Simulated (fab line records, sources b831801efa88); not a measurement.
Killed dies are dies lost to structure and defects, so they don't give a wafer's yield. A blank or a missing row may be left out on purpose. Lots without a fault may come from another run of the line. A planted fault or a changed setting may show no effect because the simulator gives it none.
A struck lot beside a sound one | flow sky130 | 44 steps out of a route of 708
Sound: wafers L401.2, L401.3, L401.4. Struck: wafers L405.3, L405.4, L405.6. The cause comes at the end.
At each step with rows: each side's tool, then ch and its chambers, then its first start. Under that, the readings that differ: sound wafers | struck wafers | difference of the means | sigmas: that difference in standard deviations of wafers without a fault.
alike: readings whose means differ by less than 2 such deviations, and words and numbers that are the same on both sides. not compared: withheld readings, readings that some wafer has no value for, bounds like >300 that may hide the same value, and numbers for which the record gives no deviation and whose values overlap.
The two part at a step that has a row with sigmas, a row that says differs or no value, or rows on one side only. Numbers that don't overlap but have no deviation are shown without sigmas and don't part them. A reading that every wafer of one side lacks parts them only if that side has two wafers or more.

first, 2 steps without rows for these wafers: SKY_DNWELL_DEVELOP_06 (develop time 60 s); SKY_DNWELL_IMPLANT_07.
SKY_DNWELL_STRIP_08: strips in O2/N2.
  sound on plasma_asher-02 ch 0,1, day 3 14:04; struck on plasma_asher-02 ch 0,1, day 4 08:39
  alike: drypump_motor_current_A, oes_product_au, strip_time_to_endpoint_s
  not compared: rf_hours_counter_h
SKY_DNWELL_TW_MEAS_09:
  sound on film_metro-02, day 3 14:11; struck on film_metro-03, day 4 08:44
  alike: DNWELL_TW
then, 7 steps without rows for these wafers: SKY_PWDE_DEHYDRATE_00 (time 60 s); SKY_PWDE_HMDS_01 (prime time 60 s); SKY_PWDE_COAT_02 (resist thk 3000 nm); SKY_PWDE_SOFTBAKE_03; SKY_PWDE_EXPOSE_04 (exposes mask PWDEM, target cd 840 nm); SKY_PWDE_PEB_05; SKY_PWDE_DEVELOP_06 (develop time 60 s).
SKY_PWDE_OVL_MEAS_07:
  sound on overlay-01, day 4 06:04; struck on overlay-02, day 4 22:47
  alike: PWDE_OVL
SKY_PWDE_IMPLANT_08:
  sound on implanter-01 ch 0, day 4 06:08; struck on implanter-01 ch 0, day 4 22:52
  reading            | sound                         | struck                        | difference | sigmas
  dose_ions_cm2      | 3.604e+12 3.601e+12 3.603e+12 | 4.834e+12 4.836e+12 4.837e+12 | +1.233e+12 | +99 or more
  faraday_current_uA | 19.9 20.5 20.4                | 27.1 28.3 26.5                | +7.0       | +17
SKY_PWDE_STRIP_09: strips in O2/N2.
  sound on plasma_asher-02 ch 0,1, day 4 06:15; struck on plasma_asher-01 ch 0,1, day 4 22:59
  alike: drypump_motor_current_A, oes_product_au, strip_time_to_endpoint_s
  not compared: rf_hours_counter_h
SKY_PWDE_TW_MEAS_10:
  sound on film_metro-04, day 4 06:22; struck on film_metro-03, day 4 23:05
  reading | sound             | struck            | difference | sigmas
  PWDE_TW | 376.2 375.8 376.3 | 408.2 408.8 406.3 | +31.7      | +20
then, 7 steps without rows for these wafers: SKY_NWELL_DEHYDRATE_03 (time 60 s); SKY_NWELL_HMDS_04 (prime time 60 s); SKY_NWELL_COAT_05 (resist thk 3000 nm); SKY_NWELL_SOFTBAKE_06; SKY_NWELL_EXPOSE_07 (exposes mask NWM, target cd 840 nm); SKY_NWELL_PEB_08; SKY_NWELL_DEVELOP_09 (develop time 60 s).
SKY_NWELL_OVL_MEAS_10:
  sound on overlay-01, day 4 20:53; struck on overlay-02, day 5 17:08
  alike: NWELL_00_OVL
then, 3 steps without rows for these wafers: SKY_NWELL_IMPLANT_11; SKY_NWELL_IMPLANT_12; SKY_NWELL_IMPLANT_13.
SKY_NWELL_STRIP_14: strips in O2/N2.
  sound on plasma_asher-03 ch 0,1, day 4 21:22; struck on plasma_asher-03 ch 0,1, day 5 17:39
  reading                      | sound             | struck            | difference | sigmas
  strip_time_to_endpoint_s (s) | 36.72 36.83 36.78 | 37.07 37.07 37.08 | +0.30      | +3
  alike: drypump_motor_current_A, oes_product_au
  not compared: rf_hours_counter_h
SKY_NWELL_TW_MEAS_15:
  sound on film_metro-03, day 4 21:28; struck on film_metro-02, day 5 17:44
  alike: NWELL_TW
then, 7 steps without rows for these wafers: SKY_NWELL_DEHYDRATE_16 (time 60 s); SKY_NWELL_HMDS_17 (prime time 60 s); SKY_NWELL_COAT_18 (resist thk 3000 nm); SKY_NWELL_SOFTBAKE_19; SKY_NWELL_EXPOSE_20 (exposes mask NWM COMPLEMENT, target cd 840 nm); SKY_NWELL_PEB_21; SKY_NWELL_DEVELOP_22 (develop time 60 s).
SKY_NWELL_OVL_MEAS_23:
  sound on overlay-02, day 5 15:55; struck on overlay-02, day 6 10:05
  reading           | sound        | struck         | difference | sigmas
  NWELL_01_OVL (nm) | 2.4 -0.4 0.4 | -2.2 -1.4 -1.8 | -2.6       | -2
then, 1 step without rows for these wafers: SKY_NWELL_IMPLANT_24.
SKY_NWELL_STRIP_25: strips in O2/N2.
  sound on plasma_asher-04 ch 0,1, day 5 16:06; struck on plasma_asher-03 ch 0,1, day 6 10:18
  alike: drypump_motor_current_A, oes_product_au, strip_time_to_endpoint_s
  not compared: rf_hours_counter_h
SKY_NWELL_TW_MEAS_26:
  sound on film_metro-03, day 5 16:13; struck on film_metro-03, day 6 10:23
  alike: NWELL_2_TW
then, 1 step without rows for these wafers: SKY_NWELL_CLEAN_27 (cleans in SC1/SC2, time 150 s).
SKY_NWELL_RTA_28: time 30 s.
  sound on rtp_anneal-01 ch 0, day 5 16:19; struck on rtp_anneal-01 ch 0, day 6 10:31
  alike: anneal_temp_c_max, lamp_power_pct, wafer_temp_C_max
SKY_NWELL_RS_MEAS_29: measures by four-point-probe.
  sound on film_metro-02, day 5 16:26; struck on film_metro-04, day 6 10:37
  reading           | sound             | struck            | difference | sigmas
  NWELL_RS (ohm/sq) | 627.2 627.2 623.8 | 621.7 622.2 621.0 | -4.4       | -3
SKY_NWELL_RS_MEAS_31: measures by four-point-probe.
  sound on film_metro-02, day 5 16:40; struck on film_metro-04, day 6 10:52
  reading          | sound          | struck         | difference | sigmas
  PWDE_RS (ohm/sq) | 5298 5299 5314 | 4189 4190 4176 | -1119      | -59
-- the record jumps here: 40 days lie between the struck wafers' starts before and after (it left off in module NWELL and takes up again in module PAD_OPEN, whose first step shown is number 708 of the route) --
SKY_PAD_OPEN_PROBE_99:
  sound on prober-01, day 45 15:17; struck on prober-02, day 46 17:56
  reading                                   | sound                       | struck         | difference | sigmas
  model.etest.res_p_drift_20v.line_ohm_um   | 1.16e+04 1.11e+04 1.125e+04 | 8869 8359 8389 | -2778      |
  model.etest.res_p_drift_20v.rs_ohm_sq     | 9838 9436 9410              | 7323 7027 7016 | -2439      |
  model.etest.res_pwde_under_gate.rs_ohm_sq | 6186 6220 6196              | 4789 4748 4752 | -1438      |
  alike: killed_at_M0_to_M3, killed_at_M4_up, killed_at_contacts, killed_at_front_end, killed_at_other, killed_dies, killed_open, killed_short

WHERE THEY PART
First at SKY_PWDE_IMPLANT_08; last, within this record, at SKY_NWELL_RS_MEAS_31. Later steps at which nothing parts them and some readings are alike: SKY_PAD_OPEN_PROBE_99.

WHY: what the simulator had put in
Process parameter drift: implanter-01, from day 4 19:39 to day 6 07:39, at SKY_PWDE_IMPLANT_08. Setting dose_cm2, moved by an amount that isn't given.
